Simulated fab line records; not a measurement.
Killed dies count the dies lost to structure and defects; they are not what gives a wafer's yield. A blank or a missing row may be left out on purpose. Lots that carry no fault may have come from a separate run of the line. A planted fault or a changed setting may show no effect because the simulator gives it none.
8D (eight disciplines) problem report, filled in by code :: flow sfq_line :: the parts of the form that need people (team, actions taken, sign-off) are left out

1. THE ISSUE
At SFQ_TRILAYER_C5_ETCH_VIA_ETCH_154, oes_product_au averages 0.966 a.u. over 3 wafers from 3 lots, while fault-free wafers read 0.894 a.u., standard deviation 0.0084. That is +8.6 standard deviations from the usual mean.
The step: etches SiO2 in CHF3, stops on Nb, target depth 84 nm.
Seen first at day 63 19:35 on rie_diel-03, wafer L154.2. The record holds 44 wafers of 15 lots with a number at this step. The rule behind "out" and "out of limits": a value lying over 4 standard deviations away from the usual mean. The rest of the wafers with a number are treated as sound.

2. WHAT IT IS; WHAT IT IS NOT
question: which readings at this step
is: oes_product_au
is not: bias_w, drypump_motor_current_A

question: which lots
is: L154, L155, L157
is not: L152, L153, L156, L165, L166, L168, L169, L171, L172, L173, L174, L175

question: which wafers of those lots
is: L154.2, L155.3, L157.3
is not: L154.1, L154.4, L155.1, L155.6, L157.5

question: read on which tools
is: rie_diel-03
is not: rie_diel-01, rie_diel-02

question: when
is: from day 63 19:35
is not: up to then (8 sound wafers); but 33 sound wafers of L155, L156, L157, L165, L166, L168, L169, L171, L172, L173, L174, L175 came after

3. THE SUSPECTS, EACH WITH WHAT RULES IT OUT
Counting: a tool at a process step up to the reading stays a suspect if it ran every lot that is out. Sound lots after the first of them don't rule it out here, since some wafers of a struck lot are sound.
- pecvd-02 at SFQ_TRILAYER_A5C_DEP_PECVD_142 (deposits SiO2 from SiH4/N2O, time 15.556 s, target thk 70 nm): kept. It processed each lot that is out (first: L154, day 58 12:52); up to then, its last sound lot is L153 (day 58 07:08).
- rie_diel-03 at SFQ_TRILAYER_C5_ETCH_VIA_ETCH_154 (etches SiO2 in CHF3, stops on Nb, target depth 84 nm): kept. It processed each lot that is out (first: L154, day 63 19:35); up to then, its last sound lot is L153 (day 63 14:30). On those wafers its own readings are out: oes_product_au.
The count leaves rie_diel-03 at SFQ_TRILAYER_C5_ETCH_VIA_ETCH_154 and pecvd-02 at SFQ_TRILAYER_A5C_DEP_PECVD_142.

4. THE CAUSE (what the simulator had put in)
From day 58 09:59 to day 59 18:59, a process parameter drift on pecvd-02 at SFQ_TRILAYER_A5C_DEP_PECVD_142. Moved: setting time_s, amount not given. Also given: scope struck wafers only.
Counting left 2 suspects, and this tool is among them.

5. THE EFFECT CHAIN, in route order
Each row: a reading where the mean over the struck wafers with a number is more than 3 standard deviations away from the usual. Readings are gone through only where the record gives a usual standard deviation; hours: the median, over the lots, of the time from a lot's start at the first step in this table giving one to that lot's start at this step; sigmas: the change measured in usual standard deviations.
hours: 0
step: SFQ_TRILAYER_C5_ETCH_VIA_ETCH_154
reading: oes_product_au
usual: 0.894 a.u.
on struck wafers: 0.966
change: +0.072
sigmas: +8.6
Process steps it contains:
- SFQ_TRILAYER_C5_ETCH_VIA_ETCH_154: etches SiO2 in CHF3, stops on Nb, target depth 84 nm.

6. HOW IT WOULD HAVE BEEN CAUGHT EARLIER
The fault began at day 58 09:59; the first out-of-limits reading in this record came at day 63 19:35, 130 hours later.
Of the tool readings at SFQ_TRILAYER_A5C_DEP_PECVD_142 for which the record gives a usual standard deviation, none was out on any struck wafer, so an alarm limit of 4 standard deviations on them would not have fired.
Each of the lots that are out, 3 in all, had begun SFQ_TRILAYER_A5C_DEP_PECVD_142 on pecvd-02 no later than day 63 19:35. Tool hold at that time: it would have spared none of them.
